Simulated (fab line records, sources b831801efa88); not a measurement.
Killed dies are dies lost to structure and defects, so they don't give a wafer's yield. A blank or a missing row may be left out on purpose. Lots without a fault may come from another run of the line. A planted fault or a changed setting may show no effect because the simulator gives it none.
Problem report in the 8D (eight disciplines) form, filled by code | flow gf180mcu | the parts of the form that need people (team, actions taken, sign-off) are left out

1. THE PROBLEM
STI_CVD_23_THK at GF_STI_THK_MEAS_24 reads a mean of 692 nm on 4 wafers of 3 lots; wafers without a fault read 645 nm with a standard deviation of 6.1. That is +7.7 standard deviations from the usual mean.
First seen on wafer L540.3, day 5 15:57, on film_metro-02. The record holds 45 wafers of 15 lots with a number at this step. Rule for "out", or "out of limits": more than 4 standard deviations from the usual mean. The other wafers with a number count as sound.

2. WHAT IT IS AND WHAT IT IS NOT
question                    | is                             | is not
which readings at this step | STI_CVD_23_THK                 | -
which lots                  | L540, L541, L542               | L524, L525, L527, L529, L530, L531, L534, L536, L538, L545, L546, L547
which wafers of those lots  | L540.3, L541.2, L542.2, L542.4 | L540.1, L540.2, L541.1, L541.6, L542.3
read on which gauges        | film_metro-02, film_metro-03   | film_metro-01
when                        | from day 5 15:57               | up to then (29 sound wafers); but 12 sound wafers of L541, L542, L545, L546, L547 came after

3. SUSPECTS, AND WHAT RULES EACH OUT
Counting: a tool at a process step up to the reading stays a suspect if it ran every lot that is out. Sound lots after the first of them don't rule it out here, since some wafers of a struck lot are sound.
- the gauge at GF_STI_THK_MEAS_24: ruled out. The wafers that are out were read on 2 gauges (film_metro-02, film_metro-03).
- hdpcvd-01 at GF_STI_CVD_23 (deposits SiO2, target thk 650 nm, time 108.3 s): kept. It ran every lot that is out, first L540 (day 5 15:52); its last sound lot up to then is L538 (day 5 03:10).
Left after counting: hdpcvd-01 at GF_STI_CVD_23.

4. THE CAUSE (what the simulator had put in)
Process parameter drift: hdpcvd-01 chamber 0, from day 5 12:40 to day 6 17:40, at GF_STI_CVD_23. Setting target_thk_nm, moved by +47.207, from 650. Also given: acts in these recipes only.
Counting left only this tool.

5. THE CHAIN OF EFFECTS, in route order
Each row: a reading whose mean over the struck wafers that have a number lies more than 3 standard deviations from the usual. Only readings for which the record gives a usual standard deviation are gone through. hours: the time from each lot's start at the first step in this table that gives one to its start at this step, as a median over the lots. sigmas: the change in usual standard deviations.
hours | step               | reading        | usual  | on struck wafers | change | sigmas
0     | GF_STI_THK_MEAS_24 | STI_CVD_23_THK | 645 nm | 692              | +47    | +7.7
Later measuring or inspecting steps at which every struck wafer that the step has a row for has a number for every such reading, and none has moved that far: GF_M1_CD_MEAS_14, GF_V1_THK_MEAS_01, GF_V1_CD_MEAS_14.

6. WHAT WOULD HAVE CAUGHT IT SOONER
In this record the first reading out of limits at a measuring or inspecting step was taken at day 5 15:57, 3 hours after the fault began at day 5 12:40.
Of the lots that are out (3), L541, L542 began GF_STI_CVD_23 on hdpcvd-01 after day 5 15:57. A hold on the tool at that time would have spared those 2.
